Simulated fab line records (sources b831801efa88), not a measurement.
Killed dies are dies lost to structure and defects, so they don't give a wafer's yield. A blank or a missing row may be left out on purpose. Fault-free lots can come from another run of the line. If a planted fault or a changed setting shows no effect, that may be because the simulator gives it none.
Matching of chambers || flow sky130 || SKY_CONTACT_ETCH_17 on rieDiel-03: 4 sister chambers
The step etches SiO2 in C4F8/O2/Ar, stops on Si3N4, target depth 340 nm. 4 wafers are shown with their chamber, then 12 later ones without.

## WAFERS, EACH WITH ITS CHAMBER
{"wafer": "L078.5", "chamber": 3, "chamberPressureMTorr (mTorr)": 40.00}
{"wafer": "L083.1", "chamber": 0, "chamberPressureMTorr (mTorr)": 40.00}
{"wafer": "L083.5", "chamber": 2, "chamberPressureMTorr (mTorr)": 39.99}
{"wafer": "L083.6", "chamber": 1, "chamberPressureMTorr (mTorr)": 39.99}

## WAFERS WITH NO CHAMBER GIVEN
{"wafer": "L084.2", "chamberPressureMTorr (mTorr)": 39.98}
{"wafer": "L084.3", "chamberPressureMTorr (mTorr)": 40.01}
{"wafer": "L084.6", "chamberPressureMTorr (mTorr)": 40.02}
{"wafer": "L085.1", "chamberPressureMTorr (mTorr)": 39.96}
{"wafer": "L085.3", "chamberPressureMTorr (mTorr)": 39.94}
{"wafer": "L085.4", "chamberPressureMTorr (mTorr)": 40.05}
{"wafer": "L091.1", "chamberPressureMTorr (mTorr)": 39.93}
{"wafer": "L091.2", "chamberPressureMTorr (mTorr)": 40.02}
{"wafer": "L091.5", "chamberPressureMTorr (mTorr)": 40.09}
{"wafer": "L093.2", "chamberPressureMTorr (mTorr)": 40.02}
{"wafer": "L093.5", "chamberPressureMTorr (mTorr)": 39.96}
{"wafer": "L093.6", "chamberPressureMTorr (mTorr)": 39.98}

## WHICH CHAMBER EACH ONE RAN IN
{"wafer": "L084.2", "from the rows above": "can't be placed: 1 or 2 or 0 or 3", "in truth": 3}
{"wafer": "L084.3", "from the rows above": "can't be placed: 0 or 3 or 1 or 2", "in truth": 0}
{"wafer": "L084.6", "from the rows above": "can't be placed: 0 or 3 or 1 or 2", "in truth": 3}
{"wafer": "L085.1", "from the rows above": "can't be placed: 1 or 2 or 0 or 3", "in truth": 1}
{"wafer": "L085.3", "from the rows above": "can't be placed: 1 or 2 or 0 or 3", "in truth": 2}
{"wafer": "L085.4", "from the rows above": "can't be placed: 0 or 3 or 1 or 2", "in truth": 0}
{"wafer": "L091.1", "from the rows above": "can't be placed: 1 or 2 or 0 or 3", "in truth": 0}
{"wafer": "L091.2", "from the rows above": "can't be placed: 0 or 3 or 1 or 2", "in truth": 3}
{"wafer": "L091.5", "from the rows above": "can't be placed: 0 or 3 or 1 or 2", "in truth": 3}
{"wafer": "L093.2", "from the rows above": "can't be placed: 0 or 3 or 1 or 2", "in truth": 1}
{"wafer": "L093.5", "from the rows above": "can't be placed: 1 or 2 or 0 or 3", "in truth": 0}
{"wafer": "L093.6", "from the rows above": "can't be placed: 1 or 2 or 0 or 3", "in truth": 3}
Correct placement for 0 of the 12. These rows do not allow placing 12 (true chamber among the candidates in 12). Number placed wrongly: 0.
How it was worked out, from the rows above alone: a wafer's distance from a chamber is the root of the sum, over the readings, of the square of ((its reading less the chamber's mean) divided by the reading's scatter). If the next closest chamber is less than 2 further off than the closest, the wafer can't be placed; otherwise it belongs to the closest. A chamber's mean is the mean of its shown wafers. The scatter: with one shown wafer a chamber, the root of the mean of the squares of how far each hidden wafer lies from its nearest shown one.
